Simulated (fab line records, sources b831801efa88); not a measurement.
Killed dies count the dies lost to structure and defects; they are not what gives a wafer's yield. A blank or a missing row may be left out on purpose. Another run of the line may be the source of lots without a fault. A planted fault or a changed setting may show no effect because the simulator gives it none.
fab line records	flow sky130
record: lots: 6	wafers: 18	lastDay: 50
route steps=708 shown DNWELL@41 PWDE@45 NWELL@56 PAD_OPEN@708
lots with no fault: from the same line, run without faults
startH: hours from the record's opening day to when the first of the lot's shown wafers began	waitH: how many hours have passed since the lot's step before this one	" repeats the value in the row above	L1.1+2: a single row standing in for several wafers	- no value present, or no start provided	* or withheld: withheld	< > ~ a bound
route shown NAME@n: a module of which the file shows steps, and the number in the route of the first	usual: mean/standard deviation taken from wafers without a fault	same: alike in all rows	chamber/n: place in a boat	sites: the reading at each site	_std_site: the standard deviation of these	_edge_site: mean of outer sites minus mean of inner sites	radiusMm: how far each site lies from the wafer's centre	mask NAME#n: copy n	behind: tool/chamber where the wafer was last shaped	hold: reason for holding the lot/hours on hold/outcome of the hold	device: the transistor (n, p or np) that didn't switch	end of line: the route-end tests of the same wafers	a step without rows: its recipe alone	killed: at the first sort, the dies lost to defects and structure; wafer yield is something else	map: a wafer's dies, x killed, . not, _ none there
set.NAME: the setting that was run; set.NAME@STEP: the one run at that earlier step	model.NAME: the simulator's own value behind a step, which no gauge read
lots seen at some steps along the route; tables by step, rows by wafer
services: when a tool's chamber went out of use (startH, in hours from the record's first day, below 0 if earlier), for how many hours, and the reason
== steps ==
step: SKY_DNWELL_DEVELOP_06
recipe: wallAngleDeg: 90	developer: TMAH	developTimeS: 60	devTempC: 23
step: SKY_DNWELL_IMPLANT_07
recipe: species: P	energyKev: withheld	doseCm2: withheld	tiltDeg: withheld
step: SKY_DNWELL_STRIP_08
recipe: chemistry: O2/N2	powerW: 1400	pressureMtorr: 1500	platenTempC: withheld	o2FlowSccm: 3000	n2FlowSccm: 300	overashFraction: 0.5
usual: drypumpMotorCurrentA: 5.7/0.51	oesProductAu: 0.722/0.0046	stripTimeToEndpointS: 36.90/0.093
lot.wafer	tool	chamber	startH	waitH	drypumpMotorCurrentA	oesProductAu	rfHoursCounterH	stripTimeToEndpointS
L801.1	plasmaAsher-02	1	49.68	0.1	5.5	0.727	35	36.87
L801.5	"	0	"	"	5.0	0.725	-	36.90
L801.6	"	1	"	"	5.5	0.720	-	36.85
L806.3	plasmaAsher-02	1	82.06	0.1	5.5	0.729	-	36.77
L806.5	"	1	"	"	5.5	0.726	-	36.83
L806.6	"	0	"	"	5.0	0.716	-	36.78
L814.2	plasmaAsher-04	1	124.03	0.1	5.2	0.727	46	36.74
L814.4	"	0	"	"	6.1	0.722	-	36.59
L814.6	"	0	"	"	6.1	0.731	-	36.74
L815.1	plasmaAsher-02	1	129.08	0.1	5.5	0.726	1	36.93
L815.4	"	1	"	"	5.5	0.726	-	36.91
L815.6	"	0	"	"	5.0	0.719	-	36.93
L818.1	plasmaAsher-03	1	145.71	0.1	6.5	0.727	46	36.93
L818.3	"	0	"	"	5.8	0.730	-	36.82
L818.4	"	1	"	"	6.4	0.730	-	36.88
L824.2	plasmaAsher-04	1	179.23	0.1	5.2	0.720	51	37.00
L824.5	"	1	"	"	5.2	0.723	-	37.05
L824.6	"	0	"	"	6.2	0.720	-	36.96
step: SKY_DNWELL_TW_MEAS_09
usual: DNWELL_TW: 1107/8.4
lot.wafer	tool	chamber	startH	waitH	DNWELL_TW
L801.1	filmMetro-02	-	49.78	0.1	1109
L801.5	"	-	"	"	1098
L801.6	"	-	"	"	1099
L806.3	filmMetro-04	-	82.15	0.1	1114
L806.5	"	-	"	"	1107
L806.6	"	-	"	"	1116
L814.2	filmMetro-04	-	124.14	0.1	1109
L814.4	"	-	"	"	1104
L814.6	"	-	"	"	1106
L815.1	filmMetro-01	-	129.18	0.1	1107
L815.4	"	-	"	"	1103
L815.6	"	-	"	"	1102
L818.1	filmMetro-02	-	145.81	0.1	1099
L818.3	"	-	"	"	1101
L818.4	"	-	"	"	1093
L824.2	filmMetro-04	-	179.34	0.1	1106
L824.5	"	-	"	"	1108
L824.6	"	-	"	"	1114
step: SKY_PWDE_DEHYDRATE_00
recipe: tempC: 200	timeS: 60
step: SKY_PWDE_HMDS_01
recipe: primeTimeS: 60	primeTempC: 120
step: SKY_PWDE_COAT_02
recipe: spinRpm: 2000	resistThkNm: 3000
step: SKY_PWDE_SOFTBAKE_03
recipe: tempC: 110	timeS: withheld
step: SKY_PWDE_EXPOSE_04
recipe: maskId: PWDEM	na: 0.6	sourceShape: conventional	sigmaOuter: 0.6	polarization: unpolarized	targetCdNm: 840	doseMj: 214
step: SKY_PWDE_PEB_05
recipe: tempC: 115	timeS: withheld
step: SKY_PWDE_DEVELOP_06
recipe: wallAngleDeg: 90	developer: TMAH	developTimeS: 60	devTempC: 23
step: SKY_PWDE_OVL_MEAS_07
usual: PWDE_OVL: 0.8/1.3
lot.wafer	tool	chamber	startH	waitH	PWDE_OVL[nm]
L801.1	overlay-01	-	65.36	-	-0.5
L801.5	"	-	"	"	0.8
L801.6	"	-	"	"	1.1
L806.3	overlay-01	-	100.32	-	3.0
L806.5	"	-	"	"	2.7
L806.6	"	-	"	"	3.7
L814.2	overlay-01	-	142.76	-	1.5
L814.4	"	-	"	"	-0.6
L814.6	"	-	"	"	0.7
L815.1	overlay-01	-	148.26	-	-0.8
L815.4	"	-	"	"	1.6
L815.6	"	-	"	"	-0.1
L818.1	overlay-02	-	166.31	-	-0.7
L818.3	"	-	"	"	0.4
L818.4	"	-	"	"	0.9
L824.2	overlay-02	-	200.77	-	-1.2
L824.5	"	-	"	"	0.5
L824.6	"	-	"	"	1.0
step: SKY_PWDE_IMPLANT_08
recipe: species: B	energyKev: 150	doseCm2: 3.6e+12	tiltDeg: withheld
usual: doseIonsCm2: 3.601e+12/4e+09	endStationPressureTorr: 5e-06/2.5e-07	faradayCurrentUA: 20.3/0.41
lot.wafer	tool	chamber	startH	waitH	doseIonsCm2	endStationPressureTorr	faradayCurrentUA
L801.1	implanter-03	0	65.40	0.0	3.597e+12	4.51e-06	21.1
L801.5	"	0	"	"	3.594e+12	4.86e-06	20.7
L801.6	"	0	"	"	3.598e+12	4.72e-06	19.5
L806.3	implanter-01	0	100.40	0.1	3.598e+12	5.22e-06	20.4
L806.5	"	0	"	"	3.61e+12	5.15e-06	20.3
L806.6	"	0	"	"	3.61e+12	5.21e-06	20.0
L814.2	implanter-01	0	142.82	0.0	3.256e+12	4.89e-06	18.5
L814.4	"	0	"	"	3.258e+12	5.39e-06	18.4
L814.6	"	0	"	"	3.267e+12	4.89e-06	18.3
L815.1	implanter-03	0	148.29	0.0	3.605e+12	4.77e-06	20.0
L815.4	"	0	"	"	3.6e+12	4.9e-06	20.5
L815.6	"	0	"	"	3.599e+12	4.92e-06	19.9
L818.1	implanter-01	0	166.35	0.0	3.259e+12	4.52e-06	18.7
L818.3	"	0	"	"	3.256e+12	4.98e-06	18.0
L818.4	"	0	"	"	3.26e+12	5.13e-06	18.2
L824.2	implanter-04	0	200.83	0.0	3.6e+12	5.04e-06	19.8
L824.5	"	0	"	"	3.607e+12	4.78e-06	20.4
L824.6	"	0	"	"	3.595e+12	5.03e-06	20.8
step: SKY_PWDE_STRIP_09
recipe: chemistry: O2/N2	powerW: 1400	pressureMtorr: 1500	platenTempC: withheld	o2FlowSccm: 3000	n2FlowSccm: 300	overashFraction: 0.5
usual: drypumpMotorCurrentA: 5.7/0.43	oesProductAu: 0.722/0.0051	stripTimeToEndpointS: 36.88/0.088
lot.wafer	tool	chamber	startH	waitH	drypumpMotorCurrentA	oesProductAu	rfHoursCounterH	stripTimeToEndpointS
L801.1	plasmaAsher-01	0	65.55	0.1	6.0	0.715	26	36.93
L801.5	"	0	"	"	6.0	0.723	-	36.91
L801.6	"	1	"	"	5.5	0.728	-	36.85
L806.3	plasmaAsher-03	1	100.53	0.1	6.5	0.728	-	36.87
L806.5	"	1	"	"	6.5	0.724	-	36.86
L806.6	"	0	"	"	5.8	0.723	-	36.84
L814.2	plasmaAsher-01	1	142.94	0.1	5.5	0.716	34	37.02
L814.4	"	1	"	"	5.5	0.721	-	36.82
L814.6	"	0	"	"	6.0	0.723	-	36.82
L815.1	plasmaAsher-02	0	148.44	0.1	5.0	0.729	3	36.85
L815.4	"	0	"	"	5.0	0.728	-	36.80
L815.6	"	1	"	"	5.5	0.726	-	36.87
L818.1	plasmaAsher-03	1	166.50	0.1	6.4	0.727	48	36.95
L818.3	"	1	"	"	6.5	0.730	-	36.90
L818.4	"	0	"	"	5.8	0.719	-	36.98
L824.2	plasmaAsher-02	0	200.95	0.1	5.0	0.712	8	36.81
L824.5	"	1	"	"	5.5	0.717	-	36.82
L824.6	"	0	"	"	5.0	0.723	-	36.89
step: SKY_PWDE_TW_MEAS_10
usual: PWDE_TW: 371.5/2.7
lot.wafer	tool	chamber	startH	waitH	PWDE_TW
L801.1	filmMetro-02	-	65.65	0.1	370.9
L801.5	"	-	"	"	372.2
L801.6	"	-	"	"	371.8
L806.3	filmMetro-02	-	100.62	0.1	371.8
L806.5	"	-	"	"	370.8
L806.6	"	-	"	"	372.5
L814.2	filmMetro-02	-	143.05	0.1	363.3
L814.4	"	-	"	"	361.6
L814.6	"	-	"	"	359.2
L815.1	filmMetro-02	-	148.54	0.1	367.5
L815.4	"	-	"	"	368.8
L815.6	"	-	"	"	369.5
L818.1	filmMetro-02	-	166.60	0.1	357.4
L818.3	"	-	"	"	356.8
L818.4	"	-	"	"	357.5
L824.2	filmMetro-01	-	201.06	0.1	374.2
L824.5	"	-	"	"	372.3
L824.6	"	-	"	"	377.2
step: SKY_NWELL_DEHYDRATE_03
recipe: tempC: 200	timeS: 60
step: SKY_NWELL_HMDS_04
recipe: primeTimeS: 60	primeTempC: 120
step: SKY_NWELL_COAT_05
recipe: spinRpm: 2000	resistThkNm: 3000
step: SKY_NWELL_SOFTBAKE_06
recipe: tempC: 110	timeS: withheld
step: SKY_NWELL_EXPOSE_07
recipe: maskId: NWM	na: 0.6	sourceShape: conventional	sigmaOuter: 0.6	polarization: unpolarized	targetCdNm: 840	doseMj: 255
step: SKY_NWELL_PEB_08
recipe: tempC: 115	timeS: withheld
step: SKY_NWELL_DEVELOP_09
recipe: wallAngleDeg: 90	developer: TMAH	developTimeS: 60	devTempC: 23
step: SKY_NWELL_OVL_MEAS_10
usual: NWELL_00_OVL: -0.3/1.4
lot.wafer	tool	chamber	startH	waitH	NWELL_00_OVL[nm]
L801.1	overlay-02	-	82.07	-	-1.4
L801.5	"	-	"	"	0.9
L801.6	"	-	"	"	-2.0
L806.3	overlay-01	-	119.02	-	-0.5
L806.5	"	-	"	"	-0.5
L806.6	"	-	"	"	-0.5
L814.2	overlay-01	-	163.52	-	-0.7
L814.4	"	-	"	"	-1.7
L814.6	"	-	"	"	-3.0
L815.1	overlay-02	-	169.08	-	-1.1
L815.4	"	-	"	"	0.0
L815.6	"	-	"	"	-0.8
L818.1	overlay-02	-	187.27	-	2.1
L818.3	"	-	"	"	1.6
L818.4	"	-	"	"	-0.1
L824.2	overlay-01	-	223.02	-	-0.1
L824.5	"	-	"	"	-0.5
L824.6	"	-	"	"	-1.2
step: SKY_NWELL_IMPLANT_11
recipe: species: P	energyKev: 400	doseCm2: 1.9e+13	tiltDeg: withheld
step: SKY_NWELL_IMPLANT_12
recipe: species: P	energyKev: 121.5	doseCm2: 1.3e+12	tiltDeg: withheld
step: SKY_NWELL_IMPLANT_13
recipe: species: P	energyKev: 50	doseCm2: 7e+11	tiltDeg: withheld
step: SKY_NWELL_STRIP_14
recipe: chemistry: O2/N2	powerW: 1400	pressureMtorr: 1500	platenTempC: withheld	o2FlowSccm: 3000	n2FlowSccm: 300	overashFraction: 0.5
usual: drypumpMotorCurrentA: 5.9/0.44	oesProductAu: 0.722/0.0046	stripTimeToEndpointS: 36.90/0.12
lot.wafer	tool	chamber	startH	waitH	drypumpMotorCurrentA	oesProductAu	rfHoursCounterH	stripTimeToEndpointS
L801.1	plasmaAsher-03	1	82.55	0.1	6.5	0.726	40	36.95
L801.5	"	0	"	"	5.8	0.726	-	36.93
L801.6	"	1	"	"	6.5	0.715	-	36.88
L806.3	plasmaAsher-04	0	119.53	0.1	6.2	0.726	-	36.78
L806.5	"	1	"	"	5.2	0.721	-	36.75
L806.6	"	0	"	"	6.2	0.719	-	36.76
L814.2	plasmaAsher-03	1	164.00	0.1	6.5	0.719	48	36.84
L814.4	"	1	"	"	6.5	0.722	-	36.78
L814.6	"	1	"	"	6.5	0.720	-	36.82
L815.1	plasmaAsher-04	1	169.56	0.1	5.2	0.714	50	37.07
L815.4	"	0	"	"	6.2	0.726	-	37.11
L815.6	"	0	"	"	6.2	0.720	-	37.07
L818.1	plasmaAsher-01	1	187.75	0.1	5.5	0.725	38	36.81
L818.3	"	1	"	"	5.5	0.730	-	36.79
L818.4	"	0	"	"	5.9	0.722	-	36.83
L824.2	plasmaAsher-03	0	223.50	0.1	5.8	0.724	53	36.95
L824.5	"	1	"	"	6.5	0.727	-	37.06
L824.6	"	0	"	"	5.8	0.717	-	36.94
step: SKY_NWELL_TW_MEAS_15
usual: NWELL_TW: 1812/10
lot.wafer	tool	chamber	startH	waitH	NWELL_TW
L801.1	filmMetro-04	-	82.65	0.1	1836
L801.5	"	-	"	"	1830
L801.6	"	-	"	"	1824
L806.3	filmMetro-04	-	119.62	0.1	1832
L806.5	"	-	"	"	1812
L806.6	"	-	"	"	1824
L814.2	filmMetro-02	-	164.11	0.1	1791
L814.4	"	-	"	"	1798
L814.6	"	-	"	"	1785
L815.1	filmMetro-02	-	169.66	0.1	1803
L815.4	"	-	"	"	1812
L815.6	"	-	"	"	1813
L818.1	filmMetro-01	-	187.85	0.1	1817
L818.3	"	-	"	"	1802
L818.4	"	-	"	"	1806
L824.2	filmMetro-02	-	223.61	0.1	1796
L824.5	"	-	"	"	1797
L824.6	"	-	"	"	1803
step: SKY_NWELL_DEHYDRATE_16
recipe: tempC: 200	timeS: 60
step: SKY_NWELL_HMDS_17
recipe: primeTimeS: 60	primeTempC: 120
step: SKY_NWELL_COAT_18
recipe: spinRpm: 2000	resistThkNm: 3000
step: SKY_NWELL_SOFTBAKE_19
recipe: tempC: 110	timeS: withheld
step: SKY_NWELL_EXPOSE_20
recipe: maskId: NWM_COMPLEMENT	na: 0.6	sourceShape: conventional	sigmaOuter: 0.6	polarization: unpolarized	targetCdNm: 840	doseMj: 260
step: SKY_NWELL_PEB_21
recipe: tempC: 115	timeS: withheld
step: SKY_NWELL_DEVELOP_22
recipe: wallAngleDeg: 90	developer: TMAH	developTimeS: 60	devTempC: 23
step: SKY_NWELL_OVL_MEAS_23
usual: NWELL_01_OVL: -0.5/1.3
lot.wafer	tool	chamber	startH	waitH	NWELL_01_OVL[nm]
L801.1	overlay-01	-	100.93	-	-0.1
L801.5	"	-	"	"	0.9
L801.6	"	-	"	"	-0.9
L806.3	overlay-01	-	137.58	-	-1.4
L806.5	"	-	"	"	-2.0
L806.6	"	-	"	"	0.5
L814.2	overlay-02	-	184.42	-	0.6
L814.4	"	-	"	"	-2.2
L814.6	"	-	"	"	-0.1
L815.1	overlay-01	-	190.26	-	-0.5
L815.4	"	-	"	"	0.5
L815.6	"	-	"	"	-1.3
L818.1	overlay-02	-	209.53	-	1.5
L818.3	"	-	"	"	-1.5
L818.4	"	-	"	"	-2.0
L824.2	overlay-02	-	246.03	-	-2.6
L824.5	"	-	"	"	-1.4
L824.6	"	-	"	"	-1.8
step: SKY_NWELL_IMPLANT_24
recipe: species: B	energyKev: 140	doseCm2: 8.997e+12	tiltDeg: withheld
step: SKY_NWELL_STRIP_25
recipe: chemistry: O2/N2	powerW: 1400	pressureMtorr: 1500	platenTempC: withheld	o2FlowSccm: 3000	n2FlowSccm: 300	overashFraction: 0.5
usual: drypumpMotorCurrentA: 5.8/0.41	oesProductAu: 0.722/0.0044	stripTimeToEndpointS: 36.88/0.11
lot.wafer	tool	chamber	startH	waitH	drypumpMotorCurrentA	oesProductAu	rfHoursCounterH	stripTimeToEndpointS
L801.1	plasmaAsher-04	0	101.11	0.1	6.2	0.721	43	36.78
L801.5	"	1	"	"	5.2	0.720	-	36.82
L801.6	"	0	"	"	6.2	0.727	-	36.80
L806.3	plasmaAsher-03	1	137.79	0.1	6.4	0.721	-	36.82
L806.5	"	0	"	"	5.8	0.720	-	36.91
L806.6	"	1	"	"	6.5	0.718	-	36.73
L814.2	plasmaAsher-01	0	184.60	0.1	5.9	0.720	38	36.91
L814.4	"	1	"	"	5.5	0.718	-	36.94
L814.6	"	0	"	"	5.9	0.728	-	36.97
L815.1	plasmaAsher-01	0	190.45	0.1	5.8	0.726	38	37.07
L815.4	"	0	"	"	5.9	0.718	-	37.09
L815.6	"	1	"	"	5.5	0.720	-	36.91
L818.1	plasmaAsher-01	0	209.71	0.1	5.9	0.719	40	36.71
L818.3	"	0	"	"	5.9	0.718	-	36.78
L818.4	"	1	"	"	5.5	0.724	-	36.71
L824.2	plasmaAsher-03	1	246.21	0.1	6.5	0.730	56	36.81
L824.5	"	0	"	"	5.8	0.726	-	36.79
L824.6	"	1	"	"	6.5	0.719	-	36.76
step: SKY_NWELL_TW_MEAS_26
usual: NWELL_2_TW: 491/3.2
lot.wafer	tool	chamber	startH	waitH	NWELL_2_TW
L801.1	filmMetro-04	-	101.21	0.1	496
L801.5	"	-	"	"	494
L801.6	"	-	"	"	494
L806.3	filmMetro-02	-	137.87	0.1	489
L806.5	"	-	"	"	490
L806.6	"	-	"	"	489
L814.2	filmMetro-02	-	184.71	0.1	488
L814.4	"	-	"	"	487
L814.6	"	-	"	"	489
L815.1	filmMetro-04	-	190.55	0.1	492
L815.4	"	-	"	"	492
L815.6	"	-	"	"	492
L818.1	filmMetro-04	-	209.81	0.1	494
L818.3	"	-	"	"	493
L818.4	"	-	"	"	494
L824.2	filmMetro-04	-	246.32	0.1	493
L824.5	"	-	"	"	492
L824.6	"	-	"	"	494
step: SKY_NWELL_CLEAN_27
recipe: chemistry: SC1/SC2	mix: 1:4:20	tempC: 70	timeS: 150	dry: n2Spin
step: SKY_NWELL_RTA_28
recipe: tempC: 1050	timeS: 30	idleTempC: 650	rampUpCPerS: 150	rampDownCPerS: 90	ambient: N2
usual: lampPowerPct: 25.30/0.052	rampUpCPerS: 150.00/0.025	wafer_temp_C_max: 1054.7/0.9
lot.wafer	tool	chamber	startH	waitH	lampPowerPct	rampUpCPerS	wafer_temp_C_max
L801.1	rtpAnneal-02	0	101.32	0.0	25.24	150.00	1055.2
L801.5	"	0	"	"	25.35	150.02	1054.2
L801.6	"	0	"	"	25.30	149.97	1054.5
L806.3	rtpAnneal-02	0	138.00	0.0	25.24	150.01	1053.4
L806.5	"	0	"	"	25.25	150.00	1053.2
L806.6	"	0	"	"	25.26	150.04	1054.6
L814.2	rtpAnneal-01	0	184.83	0.0	25.28	149.96	1055.1
L814.4	"	0	"	"	25.29	150.02	1053.4
L814.6	"	0	"	"	25.38	150.02	1055.3
L815.1	rtpAnneal-02	0	190.66	0.0	25.30	149.98	1057.2
L815.4	"	0	"	"	25.31	150.00	1054.5
L815.6	"	0	"	"	25.25	150.00	1056.5
L818.1	rtpAnneal-01	0	209.93	0.0	25.36	150.01	1055.0
L818.3	"	0	"	"	25.31	150.00	1054.5
L818.4	"	0	"	"	25.25	150.02	1054.5
L824.2	rtpAnneal-01	0	246.44	0.0	25.31	149.99	1054.5
L824.5	"	0	"	"	25.31	150.04	1053.7
L824.6	"	0	"	"	25.35	149.98	1054.6
step: SKY_NWELL_RS_MEAS_29
recipe: thkMeasGauge: four-point-probe
usual: NWELL_RS: 625.4/1.4
lot.wafer	tool	chamber	startH	waitH	NWELL_RS[ohm/sq]
L801.1	filmMetro-02	-	101.42	0.1	624.9
L801.5	"	-	"	"	624.8
L801.6	"	-	"	"	624.3
L806.3	filmMetro-04	-	138.11	0.1	626.4
L806.5	"	-	"	"	628.2
L806.6	"	-	"	"	627.6
L814.2	filmMetro-02	-	184.93	0.1	624.8
L814.4	"	-	"	"	623.9
L814.6	"	-	"	"	627.5
L815.1	filmMetro-01	-	190.86	0.2	622.5
L815.4	"	-	"	"	623.8
L815.6	"	-	"	"	621.3
L818.1	filmMetro-01	-	210.03	0.1	630.1
L818.3	"	-	"	"	627.8
L818.4	"	-	"	"	628.8
L824.2	filmMetro-02	-	246.54	0.1	625.3
L824.5	"	-	"	"	625.2
L824.6	"	-	"	"	625.0
step: SKY_NWELL_RS_MEAS_31
recipe: thkMeasGauge: four-point-probe
usual: PWDE_RS: 5283/16
lot.wafer	tool	chamber	startH	waitH	PWDE_RS[ohm/sq]
L801.1	filmMetro-02	-	101.66	0.1	5276
L801.5	"	-	"	"	5267
L801.6	"	-	"	"	5280
L806.3	filmMetro-04	-	138.35	0.1	5271
L806.5	"	-	"	"	5301
L806.6	"	-	"	"	5292
L814.2	filmMetro-02	-	185.17	0.1	5710
L814.4	"	-	"	"	5711
L814.6	"	-	"	"	5739
L815.1	filmMetro-01	-	191.10	0.1	5284
L815.4	"	-	"	"	5282
L815.6	"	-	"	"	5283
L818.1	filmMetro-01	-	210.27	0.1	5708
L818.3	"	-	"	"	5733
L818.4	"	-	"	"	5726
L824.2	filmMetro-02	-	246.78	0.1	5300
L824.5	"	-	"	"	5295
L824.6	"	-	"	"	5283
step: SKY_PAD_OPEN_PROBE_99
usual: killed_at_M0_to_M3: 43/7.5	killed_at_M4_up: 2.8/1.8	killedAtContacts: 24/5.3	killedAtFrontEnd: 14/4.2	killedAtOther: 0.3/0.54	killedDies: 84/9.4	killedOnRim: 16/3.3	killedOpen: 46/7.1	killedShort: 38/6.6
same: grossDies: 492	killedAtBackSide: 0
lot.wafer	tool	chamber	startH	waitH	killed_at_M0_to_M3	killed_at_M4_up	killedAtContacts	killedAtFrontEnd	killedAtOther	killedDies	killedOnRim	killedOpen	killedShort	model.etest.res_p_drift_20v.lineOhmUm	model.etest.res_p_drift_20v.rsOhmSq	model.etest.resPwdeUnderGate.rsOhmSq
L801.1	prober-01	-	1072.38	0.1	44	3	30	12	0	89	15	58	31	1.121e+04	9312	6222
L801.5	prober-01	-	1072.58	0.2	44	3	23	13	0	83	14	49	33	1.193e+04	9939	6190
L801.6	prober-01	-	1072.63	0.2	43	6	17	20	1	87	18	46	41	1.123e+04	9329	6234
L806.3	prober-02	-	1115.53	0.2	20	0	34	11	0	65	20	39	26	1.148e+04	9428	6092
L806.5	prober-02	-	1115.63	0.2	36	2	21	14	1	74	12	42	32	1.156e+04	9573	6121
L806.6	prober-02	-	1115.68	0.2	35	6	27	15	0	83	16	42	41	1.153e+04	9430	6147
L814.2	prober-01	-	1153.89	0.1	41	3	16	14	0	74	11	42	30	1.285e+04	1.074e+04	6718
L814.4	prober-01	-	1153.99	0.2	40	6	19	15	1	81	12	47	33	1.256e+04	1.067e+04	6723
L814.6	prober-01	-	1154.09	0.2	43	4	30	8	1	86	22	38	48	1.222e+04	1.032e+04	6745
L815.1	prober-02	-	1157.72	0.1	58	3	35	16	0	112	13	59	53	1.024e+04	8512	6168
L815.4	prober-02	-	1157.87	0.2	29	4	28	18	0	79	20	39	40	1.104e+04	9195	6133
L815.6	prober-02	-	1157.97	0.2	34	3	21	7	0	65	12	32	33	1.089e+04	9161	6206
L824.2	prober-01	-	1194.27	0.1	42	3	28	15	0	88	23	58	30	1.149e+04	9385	6202
L824.5	prober-01	-	1194.42	0.2	42	7	23	10	0	82	17	41	41	1.152e+04	9547	6204
L824.6	prober-01	-	1194.47	0.2	42	4	22	18	0	86	13	47	38	1.159e+04	9541	6170
killed by level:class
L801.1 CONTACT:geometricParticle:open=15 VIA1:geometricParticle:open=12 VIA2:geometricParticle:open=8 METAL1:geometricParticle:short=8 LI_CONTACT:geometricParticle:open=7 VIA3:geometricParticle:open=5 LOCAL_INTERCONNECT:geometricParticle:short=4 FIELD_ISO:geometricParticle:open=3
L801.5 VIA1:geometricParticle:open=11 VIA2:geometricParticle:open=9 CONTACT:geometricParticle:open=8 VIA3:geometricParticle:open=7 LI_CONTACT:geometricParticle:open=6 VIA1:geometricParticle:short=5 FIELD_ISO:geometricParticle:short=4 POLY_GATE:geometricParticle:short=4
L801.6 VIA2:geometricParticle:open=10 VIA1:geometricParticle:open=8 METAL2:geometricParticle:short=7 POLY_GATE:geometricParticle:open=6 METAL4:geometricParticle:short=6 FIELD_ISO:geometricParticle:open=5 VIA3:geometricParticle:open=5 LI_CONTACT:geometricParticle:open=5
L806.3 LI_CONTACT:geometricParticle:open=12 CONTACT:geometricParticle:open=10 LOCAL_INTERCONNECT:geometricParticle:short=5 VIA1:geometricParticle:open=5 CONTACT:geometricParticle:short=4 FIELD_ISO:geometricParticle:open=3 FIELD_ISO:geometricParticle:short=3 METAL1:geometricParticle:short=3
L806.5 VIA2:geometricParticle:open=9 VIA1:geometricParticle:open=9 CONTACT:geometricParticle:open=8 LI_CONTACT:geometricParticle:open=6 POLY_GATE:geometricParticle:short=5 LI_CONTACT:geometricParticle:short=4 METAL1:geometricParticle:short=4 VIA2:geometricParticle:short=4
L806.6 CONTACT:geometricParticle:open=10 VIA1:geometricParticle:open=9 CONTACT:geometricParticle:short=8 POLY_GATE:geometricParticle:open=6 LI_CONTACT:geometricParticle:open=6 METAL1:geometricParticle:short=6 POLY_GATE:geometricParticle:short=5 VIA2:geometricParticle:open=5
L814.2 VIA1:geometricParticle:open=10 LI_CONTACT:geometricParticle:open=8 VIA3:geometricParticle:open=7 VIA2:geometricParticle:open=7 CONTACT:geometricParticle:open=5 FIELD_ISO:geometricParticle:short=4 VIA1:geometricParticle:short=4 POLY_GATE:geometricParticle:open=3
L814.4 VIA1:geometricParticle:open=12 VIA2:geometricParticle:open=8 CONTACT:geometricParticle:open=7 METAL1:geometricParticle:short=6 LI_CONTACT:geometricParticle:open=5 METAL4:geometricParticle:short=5 POLY_GATE:geometricParticle:open=4 VIA3:geometricParticle:open=4
L814.6 CONTACT:geometricParticle:short=8 VIA1:geometricParticle:open=7 CONTACT:geometricParticle:open=6 METAL1:geometricParticle:short=6 LI_CONTACT:geometricParticle:open=5 LI_CONTACT:geometricParticle:short=5 LOCAL_INTERCONNECT:geometricParticle:short=5 VIA3:geometricParticle:short=5
L815.1 LI_CONTACT:geometricParticle:open=13 CONTACT:geometricParticle:open=12 METAL2:geometricParticle:short=12 VIA3:geometricParticle:open=8 VIA2:geometricParticle:short=8 POLY_GATE:geometricParticle:open=7 VIA1:geometricParticle:short=7 METAL1:geometricParticle:short=6
L815.4 CONTACT:geometricParticle:open=11 LI_CONTACT:geometricParticle:open=6 POLY_GATE:geometricParticle:open=4 LI_CONTACT:geometricParticle:short=4 LOCAL_INTERCONNECT:geometricParticle:short=4 VIA1:geometricParticle:open=4 VIA2:geometricParticle:open=4 VIA2:geometricParticle:short=4
L815.6 CONTACT:geometricParticle:open=7 VIA3:geometricParticle:short=5 LI_CONTACT:geometricParticle:open=5 VIA1:geometricParticle:open=5 CONTACT:geometricParticle:short=5 VIA2:geometricParticle:open=4 VIA2:geometricParticle:short=4 METAL2:geometricParticle:short=3
L824.2 LI_CONTACT:geometricParticle:open=13 CONTACT:geometricParticle:open=10 VIA1:geometricParticle:open=9 VIA1:geometricParticle:short=9 POLY_GATE:geometricParticle:open=7 VIA2:geometricParticle:open=5 VIA3:geometricParticle:open=4 METAL2:geometricParticle:short=4
L824.5 VIA1:geometricParticle:open=8 CONTACT:geometricParticle:open=8 VIA2:geometricParticle:open=7 CONTACT:geometricParticle:short=6 VIA1:geometricParticle:short=6 FIELD_ISO:geometricParticle:open=5 METAL2:geometricParticle:short=5 VIA3:geometricParticle:short=5
L824.6 VIA1:geometricParticle:open=9 VIA2:geometricParticle:open=8 CONTACT:geometricParticle:open=7 FIELD_ISO:geometricParticle:short=6 LI_CONTACT:geometricParticle:open=6 VIA1:geometricParticle:short=6 VIA3:geometricParticle:open=6 FIELD_ISO:geometricParticle:open=4
== services ==
tool	chamber	startH	hours	kind
implanter-03	-	41.50	1.3	repair
plasmaAsher-04	-	43.65	0.7	repair
implanter-04	-	62.43	6.6	repair
plasmaAsher-01	-	63.79	1.7	repair
implanter-01	-	65.05	0.5	repair
plasmaAsher-04	-	65.53	1.0	repair
implanter-03	-	86.78	3.8	repair
plasmaAsher-03	-	102.92	1.3	repair
plasmaAsher-02	-	108.75	9.0	pm
plasmaAsher-02	0	108.75	9.0	ventCycle
plasmaAsher-02	1	108.75	9.0	ventCycle
plasmaAsher-02	0	117.75	-	clean
plasmaAsher-02	1	117.75	-	clean
implanter-01	-	149.60	1.5	repair
plasmaAsher-03	-	155.75	0.5	repair
implanter-03	-	156.20	14.2	repair
implanter-04	-	222.19	5.4	repair
plasmaAsher-01	-	238.08	10.6	repair
implanter-01	-	238.34	1.5	repair
implanter-03	-	241.48	1.5	repair
== key ==
firstSign: step: SKY_PWDE_IMPLANT_08	reading: doseIonsCm2	direction: down	sigmas: 86	usual: *	struck: *
effect: step: SKY_PWDE_IMPLANT_08	reading: faradayCurrentUA	direction: down	sigmas: 4.6	usual: 20.3	struck: 18.4
effect: step: SKY_PWDE_TW_MEAS_10	reading: PWDE_TW	direction: down	sigmas: 4.5	usual: 371.5	struck: 359.3
effect: step: SKY_NWELL_RS_MEAS_31	reading: PWDE_RS	direction: up	sigmas: 28	usual: 5283	struck: 5721
modelEffect: step: SKY_PAD_OPEN_PROBE_99	value: etest.res_p_drift_20v.lineOhmUm	without: 1.144e+04	struck: 1.254e+04
metAt SKY_PWDE_IMPLANT_08
struckWafers L814.2,L814.4,L814.6,L818.1,L818.3,L818.4
rowsEnd L818.1,L818.3,L818.4
testerLeftOut L814
onsetBetween 100.40 142.82
fault: kind: processParameterDrift	tool: implanter-01	chamber: -	onsetH: 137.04	steps: SKY_PWDE_IMPLANT_08	channel: doseCm2	offset: *	shape: step	endH: 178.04	actsIn: *	stated: *
testerLeftOut: of these lots the tester's yield and bins aren't shown, on N5 and GAA mostly nor the transistor test; their killed dies are dies lost to structure and defects alone, not to doping, threshold or leakage, so they don't give the yield
rowsEnd: these wafers met a further fault down the route, and their rows from its step on are left out
